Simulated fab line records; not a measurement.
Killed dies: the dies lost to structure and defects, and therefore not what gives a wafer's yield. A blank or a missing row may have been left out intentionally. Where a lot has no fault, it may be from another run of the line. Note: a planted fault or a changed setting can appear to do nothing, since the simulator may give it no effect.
Which tool was responsible?	flow sfqLine	10 lots, 30 wafers sampled, at 2 steps of a route of 325

== WHAT EACH GAUGE READ, for each wafer ==
SFQ_JJ_OVL_MEAS_931.
lot	measured	on	J5_OVL (nm)
L121	day 43 05:32	overlay-02	-7 -9 -4
L122	day 43 06:43	overlay-02	3 3 2
L123	day 47 02:29	overlay-01	194 186 189
L124	day 47 03:41	overlay-01	193 193 190
L125	day 47 04:54	overlay-01	192 196 185
L126	day 47 06:06	overlay-01	195 197 194
L128	day 51 23:40	overlay-02	5 1 0
L130	day 53 09:01	overlay-02	-4 -5 -8
L143	day 58 16:50	overlay-01	0 4 2
L144	day 58 18:02	overlay-01	-1 1 -6

== WHICH TOOL RAN EACH LOT (tool, then ch and the chambers of the sampled wafers, then the start) ==
lot	SFQ_TRILAYER_JJ_CE_LITHO_EXPOSE_115
L121	krfScanner-01 ch 0, day 43 04:37
L122	krfScanner-01 ch 0, day 43 05:13
L123	krfScanner-01 ch 0, day 47 00:59
L124	krfScanner-01 ch 0, day 47 02:11
L125	krfScanner-01 ch 0, day 47 03:47
L126	krfScanner-01 ch 0, day 47 04:59
L128	krfScanner-02 ch 0, day 51 22:10
L130	krfScanner-02 ch 0, day 53 07:31
L143	krfScanner-02 ch 0, day 58 15:32
L144	krfScanner-02 ch 0, day 58 16:32
- SFQ_TRILAYER_JJ_CE_LITHO_EXPOSE_115: exposes mask J5, target cd 700 nm.

== THE ANSWER, worked out from the rows above alone ==
Rule: what is usual is taken from the lots themselves. The widest of any qualifying gaps counts: lots, ordered by their means at a reading, are off when they make up no more than a third of the lots, leave a main group of 4 or more, and stand apart from it by 3 or more times the standard deviation of that group's means. A main group whose means are all the same, to the digits that the tables above print for the reading, isn't used. Also off: a lot with no number at a reading for which 4 or more lots have one. Any other lot the step has rows for is counted as sound.
Across all readings shown, no lot is off: no conclusion can be drawn from this.

== WHAT THE SIMULATOR HAD PUT IN ==
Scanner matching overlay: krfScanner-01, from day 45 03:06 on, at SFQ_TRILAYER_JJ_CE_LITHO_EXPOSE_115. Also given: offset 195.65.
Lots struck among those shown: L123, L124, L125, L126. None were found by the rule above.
